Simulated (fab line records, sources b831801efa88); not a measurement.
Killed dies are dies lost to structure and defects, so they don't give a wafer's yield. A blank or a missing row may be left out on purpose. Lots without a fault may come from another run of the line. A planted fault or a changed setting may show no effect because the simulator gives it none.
Split-lot experiment | flow sfq_line | 5 lots, 23 wafers read, on a route of 325 steps

THE SPLIT
At SFQ_TRILAYER_M1_DEP_SPUTTER_037 (material Nb, target thk 200 nm, time 133.3 s), the setting time_s was moved away from the recipe's 133.3 s on 11 of the 23 wafers read, by +4.8% to +14.9%. The other wafers ran this setting at the recipe's value.

FROM THE SPLIT TO THE READING: what the file shows between them, 4 steps
- SFQ_M1_RS_MEAS_909: measures by four-point-probe
- SFQ_TRILAYER_M1_LITHO_PEB_042: peb time 60 s (also split here: peb_temp_c)
- SFQ_TRILAYER_M1_LITHO_DEVELOP_041: time 60 s
- SFQ_TRILAYER_M1_BARC_OPEN_METAL_ETCH_054: etches BARC in O2, target depth 125 nm, time 41.7 s

THE READING
oes_product_au, in a.u., at SFQ_TRILAYER_M1_ETCH_METAL_ETCH_042 (etches Nb in Cl2/Ar, stops on SiO2, target depth 240 nm, time 120 s). Fault-free wafers of this fab line usually give 0.896 a.u., standard deviation 0.0051 a.u..

wafer  | tool, chamber at the split | time_s as run, s | against the recipe | oes_product_au, a.u. | against lot-mates on the recipe
L074.1 | pvd_sputter-04, -          | 133.3            | recipe             | 0.899                | -
L074.2 | pvd_sputter-04, -          | 139.7            | +4.8%              | 0.915                | +0.020
L074.4 | pvd_sputter-04, -          | 133.3            | recipe             | 0.890                | -
L074.5 | pvd_sputter-04, -          | 139.7            | +4.8%              | 0.910                | +0.015
L074.6 | pvd_sputter-04, -          | 139.7            | +4.8%              | 0.924                | +0.029
L078.1 | pvd_sputter-04, -          | 133.3            | recipe             | 0.897                | -
L078.3 | pvd_sputter-04, -          | 133.3            | recipe             | 0.893                | -
L078.4 | pvd_sputter-04, -          | 133.3            | recipe             | 0.893                | -
L081.1 | pvd_sputter-05, -          | 153.1            | +14.9%             | 0.971                | +0.071
L081.2 | pvd_sputter-05, -          | 133.3            | recipe             | 0.905                | -
L081.3 | pvd_sputter-05, -          | 133.3            | recipe             | 0.895                | -
L081.4 | pvd_sputter-05, -          | 153.1            | +14.9%             | 0.977                | +0.077
L081.5 | pvd_sputter-05, -          | 153.1            | +14.9%             | 0.975                | +0.075
L082.1 | pvd_sputter-06, -          | 133.3            | recipe             | 0.893                | -
L082.2 | pvd_sputter-06, -          | 150.1            | +12.6%             | 0.960                | +0.063
L082.3 | pvd_sputter-06, -          | 150.1            | +12.6%             | 0.967                | +0.070
L082.4 | pvd_sputter-06, -          | 150.1            | +12.6%             | 0.959                | +0.062
L082.6 | pvd_sputter-06, -          | 133.3            | recipe             | 0.901                | -
L083.1 | pvd_sputter-06, -          | 133.3            | recipe             | 0.889                | -
L083.3 | pvd_sputter-06, -          | 133.3            | recipe             | 0.890                | -
L083.4 | pvd_sputter-06, -          | 148.2            | +11.2%             | 0.950                | +0.061
L083.5 | pvd_sputter-06, -          | 148.2            | +11.2%             | 0.952                | +0.063
L083.6 | pvd_sputter-06, -          | 133.3            | recipe             | 0.889                | -

THE FIT
A straight line over all 23 wafers: oes_product_au changes by +0.00532 a.u. for each +1% of time_s; r = +0.99; the points scatter about the line by 0.0049 a.u..
The same after taking each lot's own level away (the mean of its wafers on the recipe; 23 wafers): +0.00514 a.u. for each +1%; r = +0.99; scatter 0.0042 a.u..
On that fit, the largest move of time_s shifts the reading by 0.076 a.u..
The lots' own levels span 0.8893 to 0.9000 a.u., that is 2.1 times the standard deviation above.
So the lot-to-lot level changes the slope little: the two slopes agree.
Check: with one of the wafers moved furthest among these (+14.9%) left out of the fit, the line predicts +0.077 a.u. for it against its lot-mates. It came out at +0.071 a.u. against them.

OTHER SPLITS ON THESE WAFERS
These wafers also went through other splits before the reading. Each is held against what the fit with the lots' levels taken away leaves over:
other split on the same wafers                      | wafers away from the commonest value | r with oes_product_au (lot level and that fit taken away)
SFQ_TRILAYER_INCOMING_OXIDATION_002 temp_c          | 18                                   | +0.07
SFQ_TRILAYER_L0_LITHO_PEB_008 peb_time_s            | 5                                    | +0.20
SFQ_TRILAYER_L0_VIA_LITHO_PEB_016 peb_time_s        | 11                                   | -0.07
SFQ_TRILAYER_L0_VIA_BARC_OPEN_VIA_ETCH_021 source_w | 9                                    | +0.15
SFQ_TRILAYER_M0_LITHO_COAT_021 spin_rpm             | 9                                    | +0.33
SFQ_TRILAYER_M0_LITHO_PEB_024 peb_time_s            | 10                                   | -0.13
SFQ_TRILAYER_I0_VIA_LITHO_PEB_034 peb_time_s        | 7                                    | +0.11
SFQ_TRILAYER_I0_VIA_ETCH_VIA_ETCH_034 bias_w        | 3                                    | -0.03
SFQ_TRILAYER_M1_LITHO_PEB_042 peb_temp_c            | 5                                    | -0.02

THE WHOLE CHAIN: every reading that the file lists as answering this split, in the file's order
step                                | what it does                                                        | reading                                                                                   | change (the file's fit)                   | r (the file's)
SFQ_TRILAYER_M1_DEP_SPUTTER_037     | material Nb, target thk 200 nm, time 133.3 s                        | Nb_of_TRILAYER_M1_DEP_SPUTTER_037.thk_nm (the simulator's own value, which no gauge read) | +2.01 nm for each +1% of the setting      | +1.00
SFQ_M1_RS_MEAS_909                  | measures by four-point-probe                                        | M1_NB_RS                                                                                  | -0.00804 for each +1% of the setting      | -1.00
SFQ_TRILAYER_M1_ETCH_METAL_ETCH_042 | etches Nb in Cl2/Ar, stops on SiO2, target depth 240 nm, time 120 s | oes_product_au                                                                            | +0.00514 a.u. for each +1% of the setting | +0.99

THE FILE'S OWN FIT
oes_product_au changes by +0.00514 a.u. for each +1% of time_s, r = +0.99.
